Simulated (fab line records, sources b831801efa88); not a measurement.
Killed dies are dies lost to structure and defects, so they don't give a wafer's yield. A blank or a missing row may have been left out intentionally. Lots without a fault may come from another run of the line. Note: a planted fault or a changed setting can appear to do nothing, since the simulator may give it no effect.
Chamber matching :: flow sky130 :: SKY_VIA2_CMP_24 on cmp-01 has 4 sister chambers
The step polishes, stops on SiO2, t overpolish 20 s, target thk 0 nm. 14 wafers are shown with their chamber, then 7 later ones without.

## WAFERS WITH THEIR CHAMBER
wafer: L400.3
chamber: 2
motor current A (A): 11.4
time to endpoint s (s): 108.7
overpolish run s (s): 20.001

wafer: L400.5
chamber: 2
motor current A (A): 11.8
time to endpoint s (s): 101.6
overpolish run s (s): 19.996

wafer: L400.6
chamber: 3
motor current A (A): 11.5
time to endpoint s (s): 111.3
overpolish run s (s): 19.997

wafer: L402.1
chamber: 0
motor current A (A): 11.1
time to endpoint s (s): 105.1
overpolish run s (s): 20.018

wafer: L402.2
chamber: 1
motor current A (A): 11.4
time to endpoint s (s): 102.5
overpolish run s (s): 19.993

wafer: L402.3
chamber: 3
motor current A (A): 11.3
time to endpoint s (s): 108.8
overpolish run s (s): 20.008

wafer: L404.2
chamber: 3
motor current A (A): 12.2
time to endpoint s (s): 107.9
overpolish run s (s): 19.993

wafer: L404.3
chamber: 2
motor current A (A): 11.8
time to endpoint s (s): 102.6
overpolish run s (s): 20.004

wafer: L404.6
chamber: 3
motor current A (A): 12.0
time to endpoint s (s): 104.0
overpolish run s (s): 20.000

wafer: L406.2
chamber: 1
motor current A (A): 11.5
time to endpoint s (s): 105.3
overpolish run s (s): 20.000

wafer: L406.4
chamber: 0
motor current A (A): 10.4
time to endpoint s (s): 101.1
overpolish run s (s): 19.987

wafer: L406.6
chamber: 1
motor current A (A): 11.0
time to endpoint s (s): 106.5
overpolish run s (s): 20.010

wafer: L411.1
chamber: 3
motor current A (A): 11.2
time to endpoint s (s): 103.7
overpolish run s (s): 20.010

wafer: L411.2
chamber: 1
motor current A (A): 11.5
time to endpoint s (s): 102.0
overpolish run s (s): 19.999

SIGNATURES (averages over the wafers above)
reading: motor current A
chamber 0: 10.750
chamber 1: 11.350
chamber 2: 11.667
chamber 3: 11.640
scatter within a chamber: 0.36

reading: time to endpoint s
chamber 0: 103.100
chamber 1: 104.075
chamber 2: 104.300
chamber 3: 107.140
scatter within a chamber: 3.07

reading: overpolish run s
chamber 0: 20.00250
chamber 1: 20.00050
chamber 2: 20.00033
chamber 3: 20.00160
scatter within a chamber: 0.00933
Rule: a wafer lies at a distance from a chamber equal to the root of the sum of squares, over the readings, of (its reading less the chamber's mean, divided by the reading's scatter). The wafer belongs to the nearest chamber; if the next one is less than 2 further off, it can't be placed. The scatter: the root of (the sum of the squares of (reading less its chamber's mean) over the shown wafers, divided by (wafers less chambers)).

## WAFERS WHOSE CHAMBER IS MISSING
wafer: L411.5
motor current A (A): 11.2
time to endpoint s (s): 102.3
overpolish run s (s): 20.023

wafer: L414.1
motor current A (A): 10.9
time to endpoint s (s): 103.3
overpolish run s (s): 20.006

wafer: L414.2
motor current A (A): 11.9
time to endpoint s (s): 111.7
overpolish run s (s): 20.010

wafer: L414.3
motor current A (A): 12.2
time to endpoint s (s): 111.9
overpolish run s (s): 19.999

wafer: L415.1
motor current A (A): 11.2
time to endpoint s (s): 100.9
overpolish run s (s): 20.004

wafer: L415.4
motor current A (A): 11.7
time to endpoint s (s): 105.0
overpolish run s (s): 20.001

wafer: L415.6
motor current A (A): 10.6
time to endpoint s (s): 104.2
overpolish run s (s): 19.983

## EACH ONE'S CHAMBER
wafer: L411.5
from the rows above: can't be placed: 1 or 0 or 2 or 3
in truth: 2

wafer: L414.1
from the rows above: can't be placed: 0 or 1 or 2 or 3
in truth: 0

wafer: L414.2
from the rows above: can't be placed: 3 or 2 or 1
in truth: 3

wafer: L414.3
from the rows above: can't be placed: 3 or 2 or 1
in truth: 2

wafer: L415.1
from the rows above: can't be placed: 1 or 0 or 2 or 3
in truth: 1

wafer: L415.4
from the rows above: can't be placed: 2 or 3 or 1
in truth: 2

wafer: L415.6
from the rows above: can't be placed: 0 or 1 or 2 or 3
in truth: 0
Correctly placed: 0 of 7. From these rows, 7 cannot be placed; in 7 the true chamber is one of the candidates. Number placed wrongly: 0.
